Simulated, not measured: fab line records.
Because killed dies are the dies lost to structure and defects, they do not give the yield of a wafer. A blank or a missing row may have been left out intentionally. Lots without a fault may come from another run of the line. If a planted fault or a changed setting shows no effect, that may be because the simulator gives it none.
fab line records ; flow gf180mcu
record lots=7; wafers=21; last_day=34
route steps=602 shown V3@455 M4@456
lots that met no fault: from a run of the same line without faults
start_h: hours from the record's first day to the start of the lot's first wafer shown ; wait_h: hours since the lot's step before ; " as in the row above ; L1.1+2: several wafers, shown together as one row ; - no value, or no start given ; * or withheld: withheld ; < > ~ a bound
route shown NAME@n: NAME is a module with steps in the file, n the number in the route of the first one ; usual: average and standard deviation across the fault-free wafers ; same: alike in all rows ; chamber/n: place in a boat ; sites: each site's reading ; _std_site: their standard deviation ; _edge_site: mean of outer sites minus mean of inner sites ; radius_mm: how far each site lies from the wafer's centre ; mask NAME#n: copy n ; behind: tool/chamber where the wafer was last shaped ; hold: cause of the lot's hold/its duration in hours/its outcome ; device: the transistor (n, p or np) that didn't switch ; end of line: tests run on the same wafers once the route is complete ; step lacking rows: just its recipe ; killed: the dies lost at the first sort to structure and to defects; this is not the yield of the wafer ; map: the dies of a wafer, with x for killed, . for not killed, _ for no die there
set.NAME: the run value of the setting; set.NAME@STEP: its run value at that earlier step ; model.NAME: the simulator's own value behind a step, which no gauge read
a table for each step, a row for each wafer; lots at some steps of the route
services: when a tool's chamber went out of use (start_h, in hours from the record's first day, below 0 if earlier), for how many hours, and the reason
## steps
# step GF_V3_CMP_26
# recipe stop_on=SiO2; down_force_psi=3.5; platen_rpm=60; t_overpolish_s=15; target_thk_nm=0; pad_velocity_m_s=0.94248
# usual motor_current_A=10.6/0.84; overpolish_run_s=15.001/0.0082; platen_rpm=60.00/0.043; time_to_endpoint_s=83/3.9
lot.wafer;tool;chamber;start_h;wait_h;motor_current_A;overpolish_run_s;platen_rpm;time_to_endpoint_s
L104.3;cmp-01;1;556.35;0.7;11.4;15.009;60.07;82
L104.2;cmp-01;2;556.35;0.7;9.7;15.002;60.03;87
L104.6;cmp-01;0;556.35;0.7;9.4;14.982;59.90;80
L107.1;cmp-01;1;585.65;0.1;11.2;14.995;59.93;77
L107.6;cmp-01;1;585.65;0.1;10.8;14.993;60.02;81
L107.5;cmp-01;2;585.65;0.1;10.1;15.005;59.99;82
L110.3;cmp-02;2;596.03;0.0;10.0;14.994;59.89;86
L110.2;cmp-02;0;596.03;0.0;10.7;15.001;60.01;89
L110.6;cmp-02;2;596.03;0.0;10.2;15.001;59.88;83
L112.3;cmp-02;0;623.93;0.0;10.9;14.992;59.96;88
L112.1;cmp-02;2;623.93;0.0;11.0;14.985;59.98;84
L112.4;cmp-02;3;623.93;0.0;10.3;15.005;59.97;81
L111.2;cmp-01;3;624.18;0.1;11.1;15.003;60.01;72
L111.5;cmp-01;2;624.18;0.1;9.5;14.991;59.97;76
L111.6;cmp-01;3;624.18;0.1;11.2;14.998;60.05;77
L119.1;cmp-01;1;671.03;0.1;10.6;15.001;59.91;81
L119.2;cmp-01;3;671.03;0.1;11.4;15.010;60.04;80
L119.4;cmp-01;0;671.03;0.1;8.5;15.016;59.96;86
L123.2;cmp-01;1;691.22;0.0;10.5;14.996;59.97;82
L123.4;cmp-01;3;691.22;0.0;10.9;15.007;60.03;81
L123.5;cmp-01;1;691.22;0.0;11.1;14.983;60.03;84
# step GF_M4_SPUTTER_00
# recipe material=Ti; target_thk_nm=37.5; arriving_ion_energy_ev=80; substrate_temp_c=200; chamber_pressure_pa=2; power_w=4000; time_s=150
# usual throttle_valve_pct=30.6/1.2
lot.wafer;tool;chamber;start_h;wait_h;throttle_valve_pct
L104.2;pvd_sputter-03;-;556.55;0.1;29.5
L104.3;pvd_sputter-03;-;556.55;0.1;31.3
L104.6;pvd_sputter-03;-;556.55;0.1;30.6
L107.1;pvd_sputter-04;-;585.95;0.2;30.2
L107.5;pvd_sputter-04;-;585.95;0.2;33.5
L107.6;pvd_sputter-04;-;585.95;0.2;30.2
L110.2;pvd_sputter-04;-;596.33;0.1;33.2
L110.3;pvd_sputter-04;-;596.33;0.1;29.8
L110.6;pvd_sputter-04;-;596.33;0.1;33.4
L112.1;pvd_sputter-04;-;624.23;0.1;33.4
L112.3;pvd_sputter-04;-;624.23;0.1;30.3
L112.4;pvd_sputter-04;-;624.23;0.1;29.1
L111.2;pvd_sputter-01;-;624.43;0.2;30.5
L111.5;pvd_sputter-01;-;624.43;0.2;30.5
L111.6;pvd_sputter-01;-;624.43;0.2;29.7
L119.1;pvd_sputter-04;-;671.33;0.2;33.3
L119.2;pvd_sputter-04;-;671.33;0.2;30.2
L119.4;pvd_sputter-04;-;671.33;0.2;29.1
L123.2;pvd_sputter-03;-;691.52;0.2;30.9
L123.4;pvd_sputter-03;-;691.52;0.2;31.0
L123.5;pvd_sputter-03;-;691.52;0.2;30.7
# step GF_M4_SPUTTER_01
# recipe material=TiN; target_thk_nm=30; power_w=6500; time_s=25; chamber_pressure_pa=0.4
# step GF_M4_SPUTTER_02
# recipe material=AlCu; target_thk_nm=450; power_w=10600; time_s=23.9; chamber_pressure_pa=0.4
# usual throttle_valve_pct=30.6/1.2
lot.wafer;tool;chamber;start_h;wait_h;throttle_valve_pct
L104.2;pvd_sputter-03;-;556.68;0.0;29.4
L104.3;pvd_sputter-03;-;556.68;0.0;31.1
L104.6;pvd_sputter-03;-;556.68;0.0;30.7
L107.1;pvd_sputter-04;-;586.08;0.0;30.4
L107.5;pvd_sputter-04;-;586.08;0.0;33.3
L107.6;pvd_sputter-04;-;586.08;0.0;30.4
L110.2;pvd_sputter-04;-;596.46;0.0;33.5
L110.3;pvd_sputter-04;-;596.46;0.0;29.8
L110.6;pvd_sputter-04;-;596.46;0.0;33.5
L112.1;pvd_sputter-04;-;624.36;0.0;33.2
L112.3;pvd_sputter-04;-;624.36;0.0;30.0
L112.4;pvd_sputter-04;-;624.36;0.0;29.1
L111.2;pvd_sputter-01;-;624.56;0.0;30.6
L111.5;pvd_sputter-01;-;624.56;0.0;30.6
L111.6;pvd_sputter-01;-;624.56;0.0;29.7
L119.1;pvd_sputter-04;-;671.46;0.0;33.1
L119.2;pvd_sputter-04;-;671.46;0.0;30.1
L119.4;pvd_sputter-04;-;671.46;0.0;28.9
L123.2;pvd_sputter-03;-;691.65;0.0;31.1
L123.4;pvd_sputter-03;-;691.65;0.0;30.6
L123.5;pvd_sputter-03;-;691.65;0.0;30.9
# step GF_M4_SPUTTER_03
# recipe material=Ti; target_thk_nm=10; substrate_temp_c=300; chamber_pressure_pa=0.3; power_w=3000; time_s=6.7
# usual throttle_valve_pct=30.6/1.2
lot.wafer;tool;chamber;start_h;wait_h;throttle_valve_pct
L104.2;pvd_sputter-03;-;556.71;0.0;29.2
L104.3;pvd_sputter-03;-;556.71;0.0;31.1
L104.6;pvd_sputter-03;-;556.71;0.0;30.9
L107.1;pvd_sputter-04;-;586.11;0.0;30.1
L107.5;pvd_sputter-04;-;586.11;0.0;33.1
L107.6;pvd_sputter-04;-;586.11;0.0;30.5
L110.2;pvd_sputter-04;-;596.49;0.0;33.4
L110.3;pvd_sputter-04;-;596.49;0.0;29.5
L110.6;pvd_sputter-04;-;596.49;0.0;33.3
L112.1;pvd_sputter-04;-;624.39;0.0;33.1
L112.3;pvd_sputter-04;-;624.39;0.0;30.1
L112.4;pvd_sputter-04;-;624.39;0.0;29.1
L111.2;pvd_sputter-01;-;624.59;0.0;30.7
L111.5;pvd_sputter-01;-;624.59;0.0;30.8
L111.6;pvd_sputter-01;-;624.59;0.0;29.7
L119.1;pvd_sputter-04;-;671.49;0.0;33.2
L119.2;pvd_sputter-04;-;671.49;0.0;30.3
L119.4;pvd_sputter-04;-;671.49;0.0;28.9
L123.2;pvd_sputter-03;-;691.68;0.0;30.8
L123.4;pvd_sputter-03;-;691.68;0.0;31.0
L123.5;pvd_sputter-03;-;691.68;0.0;30.8
# step GF_M4_SPUTTER_04
# recipe material=TiN; target_thk_nm=50; power_w=6586; time_s=41.7; chamber_pressure_pa=0.4
# usual throttle_valve_pct=30.6/1.2
lot.wafer;tool;chamber;start_h;wait_h;throttle_valve_pct
L104.2;pvd_sputter-03;-;556.73;0.0;29.3
L104.3;pvd_sputter-03;-;556.73;0.0;31.3
L104.6;pvd_sputter-03;-;556.73;0.0;30.8
L107.1;pvd_sputter-04;-;586.13;0.0;30.1
L107.5;pvd_sputter-04;-;586.13;0.0;33.5
L107.6;pvd_sputter-04;-;586.13;0.0;30.4
L110.2;pvd_sputter-04;-;596.51;0.0;33.1
L110.3;pvd_sputter-04;-;596.51;0.0;29.8
L110.6;pvd_sputter-04;-;596.51;0.0;33.4
L112.1;pvd_sputter-04;-;624.41;0.0;33.3
L112.3;pvd_sputter-04;-;624.41;0.0;30.2
L112.4;pvd_sputter-04;-;624.41;0.0;28.9
L111.2;pvd_sputter-01;-;624.61;0.0;30.4
L111.5;pvd_sputter-01;-;624.61;0.0;30.3
L111.6;pvd_sputter-01;-;624.61;0.0;29.8
L119.1;pvd_sputter-04;-;671.51;0.0;33.2
L119.2;pvd_sputter-04;-;671.51;0.0;30.2
L119.4;pvd_sputter-04;-;671.51;0.0;28.8
L123.2;pvd_sputter-03;-;691.70;0.0;31.2
L123.4;pvd_sputter-03;-;691.70;0.0;30.7
L123.5;pvd_sputter-03;-;691.70;0.0;30.8
# step GF_M4_RS_MEAS_05
# recipe thk_meas_gauge=four-point-probe; reads=TiN_of_M4_SPUTTER_04+Ti_of_M4_SPUTTER_03+AlCu_of_M4_SPUTTER_02+TiN_of_M4_SPUTTER_01+Ti_of_M4_SPUTTER_00
# usual M4_ALCU_RS=0.0696/0.00071
lot.wafer;tool;chamber;start_h;wait_h;M4_ALCU_RS[ohm/sq]
L104.2;film_metro-03;-;556.79;0.0;0.0698
L104.3;film_metro-03;-;556.79;0.0;0.0695
L104.6;film_metro-03;-;556.79;0.0;0.0697
L107.1;film_metro-02;-;586.17;0.0;0.0702
L107.5;film_metro-02;-;586.17;0.0;0.0691
L107.6;film_metro-02;-;586.17;0.0;0.0699
L110.2;film_metro-04;-;596.57;0.0;0.0706
L110.3;film_metro-04;-;596.57;0.0;0.0705
L110.6;film_metro-04;-;596.57;0.0;0.0708
L112.1;film_metro-03;-;624.45;0.0;0.0703
L112.3;film_metro-03;-;624.45;0.0;0.0704
L112.4;film_metro-03;-;624.45;0.0;0.0697
L111.2;film_metro-03;-;624.67;0.0;0.0703
L111.5;film_metro-03;-;624.67;0.0;0.0705
L111.6;film_metro-03;-;624.67;0.0;0.0694
L119.1;film_metro-03;-;671.55;0.0;0.0686
L119.2;film_metro-03;-;671.55;0.0;0.0691
L119.4;film_metro-03;-;671.55;0.0;0.0689
L123.2;film_metro-02;-;691.76;0.0;0.0700
L123.4;film_metro-02;-;691.76;0.0;0.0708
L123.5;film_metro-02;-;691.76;0.0;0.0699
# step GF_M4_THK_MEAS_06
# recipe thk_meas_gauge=xrf; reads=AlCu_of_M4_SPUTTER_02
# usual M4_ALCU_THK=456/4.3
lot.wafer;tool;chamber;start_h;wait_h;M4_ALCU_THK[nm]
L104.2;film_metro-03;-;556.90;0.1;452
L104.3;film_metro-03;-;556.90;0.1;456
L104.6;film_metro-03;-;556.90;0.1;457
L107.1;film_metro-02;-;586.29;0.1;450
L107.5;film_metro-02;-;586.29;0.1;454
L107.6;film_metro-02;-;586.29;0.1;452
L110.2;film_metro-04;-;596.68;0.1;454
L110.3;film_metro-04;-;596.68;0.1;454
L110.6;film_metro-04;-;596.68;0.1;454
L112.1;film_metro-03;-;624.57;0.1;449
L112.3;film_metro-03;-;624.57;0.1;447
L112.4;film_metro-03;-;624.57;0.1;451
L111.2;film_metro-03;-;624.78;0.1;448
L111.5;film_metro-03;-;624.78;0.1;448
L111.6;film_metro-03;-;624.78;0.1;455
L119.1;film_metro-03;-;671.67;0.1;462
L119.2;film_metro-03;-;671.67;0.1;459
L119.4;film_metro-03;-;671.67;0.1;458
L123.2;film_metro-02;-;691.87;0.1;453
L123.4;film_metro-02;-;691.87;0.1;448
L123.5;film_metro-02;-;691.87;0.1;453
# step GF_M4_DEHYDRATE_07
# recipe temp_c=200; time_s=60
# step GF_M4_HMDS_08
# recipe prime_time_s=60; prime_temp_c=120
# step GF_M4_COAT_09
# recipe resist=KrF; spin_rpm=withheld; resist_thk_nm=1000
# step GF_M4_SOFTBAKE_10
# recipe temp_c=130; time_s=60; resist=KrF
# step GF_M4_EXPOSE_11
# recipe mask_id=Metal4; target_cd_nm=280; na=0.68; source_shape=conventional; sigma_outer=0.6; dose_mj=28
# usual exposure_dose_mJ_cm2=27.984/0.029; focus_offset_nm=0.0/0.45; sigma_outer=0.6/0
lot.wafer;tool;chamber;start_h;wait_h;mask;exposure_dose_mJ_cm2;focus_offset_nm;sigma_outer
L104.2;krf_scanner-01;0;568.10;-;Metal4#0;27.981;0.5;0.6
L104.3;krf_scanner-01;0;568.10;-;Metal4#0;28.022;0.7;0.6
L104.6;krf_scanner-01;0;568.10;-;Metal4#0;27.980;0.8;0.6
L107.1;krf_scanner-02;0;597.19;-;Metal4#0;28.020;0.1;0.6
L107.5;krf_scanner-02;0;597.19;-;Metal4#0;27.968;-0.6;0.6
L107.6;krf_scanner-02;0;597.19;-;Metal4#0;27.992;-0.6;0.6
L110.2;krf_scanner-01;-;606.63;-;Metal4#0;-;-;-
L110.3;krf_scanner-01;-;606.63;-;Metal4#0;-;-;-
L110.6;krf_scanner-01;-;606.63;-;Metal4#0;-;-;-
L112.1;krf_scanner-01;-;634.34;-;Metal4#0;-;-;-
L112.3;krf_scanner-01;-;634.34;-;Metal4#0;-;-;-
L112.4;krf_scanner-01;-;634.34;-;Metal4#0;-;-;-
L111.2;krf_scanner-01;-;634.81;-;Metal4#0;-;-;-
L111.5;krf_scanner-01;-;634.81;-;Metal4#0;-;-;-
L111.6;krf_scanner-01;-;634.81;-;Metal4#0;-;-;-
L119.1;krf_scanner-01;0;681.29;-;Metal4#0;28.031;-0.4;0.6
L119.2;krf_scanner-01;0;681.29;-;Metal4#0;28.010;0.4;0.6
L119.4;krf_scanner-01;0;681.29;-;Metal4#0;28.032;0.2;0.6
L123.2;krf_scanner-01;0;700.95;-;Metal4#0;28.009;-0.3;0.6
L123.4;krf_scanner-01;0;700.95;-;Metal4#0;27.994;-1.0;0.6
L123.5;krf_scanner-01;0;700.95;-;Metal4#0;27.978;-0.5;0.6
# step GF_M4_PEB_12
# recipe peb_temp_c=135; peb_time_s=90; resist=KrF
## services
tool;chamber;start_h;hours;kind
cmp-02;-;540.49;2.1;repair
krf_scanner-02;-;545.71;1.3;pm
pvd_sputter-01;-;557.31;3.1;repair
cmp-02;-;561.63;1.5;repair
krf_scanner-02;-;564.66;0.8;pm
cmp-01;-;577.27;4.0;pm
krf_scanner-01;-;581.09;1.0;pm
cmp-01;-;581.27;-;consumable_replace:conditioner
cmp-01;-;581.27;-;consumable_replace:pad
pvd_sputter-01;-;588.58;15.1;repair
krf_scanner-02;-;590.44;3.6;pm
krf_scanner-01;-;598.26;1.3;pm
cmp-01;-;616.12;0.6;repair
cmp-01;-;631.47;7.6;repair
cmp-02;-;638.69;0.8;repair
cmp-02;-;649.97;3.5;pm
krf_scanner-02;0;654.70;-;calibration
pvd_sputter-03;-;656.44;2.7;repair
krf_scanner-02;-;657.32;1.0;pm
krf_scanner-01;0;663.38;-;calibration
krf_scanner-01;-;672.34;1.2;repair
pvd_sputter-03;-;678.66;1.9;repair
krf_scanner-01;-;689.50;0.8;pm
krf_scanner-02;-;694.07;4.0;pm
## key
first_sign step=GF_M4_EXPOSE_11; reading=tool_record; direction=missing
effect none on later readings
met_at GF_M4_EXPOSE_11
struck_wafers L110.2,L110.3,L110.6,L111.2,L111.5,L111.6,L112.1,L112.3,L112.4
later_rows_left_out L110.2,L110.3,L110.6,L111.2,L111.5,L111.6,L112.1,L112.3,L112.4
sort_left_out L110.2,L110.3,L110.6,L111.2,L111.5,L111.6,L112.1,L112.3,L112.4
onset_between 568.10 606.63
fault kind=skipped_step_whole; tool=krf_scanner-01; chamber=-; onset_h=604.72; steps=GF_M4_EXPOSE_11; scope=struck_lots_only
# sort_left_out: the simulated sort isn't trusted on such a fault, so these wafers' sort isn't shown, and their yield isn't known
# later_rows_left_out: the simulator's readings of these wafers behind a module that went badly wrong aren't trusted and aren't shown, but for the sort
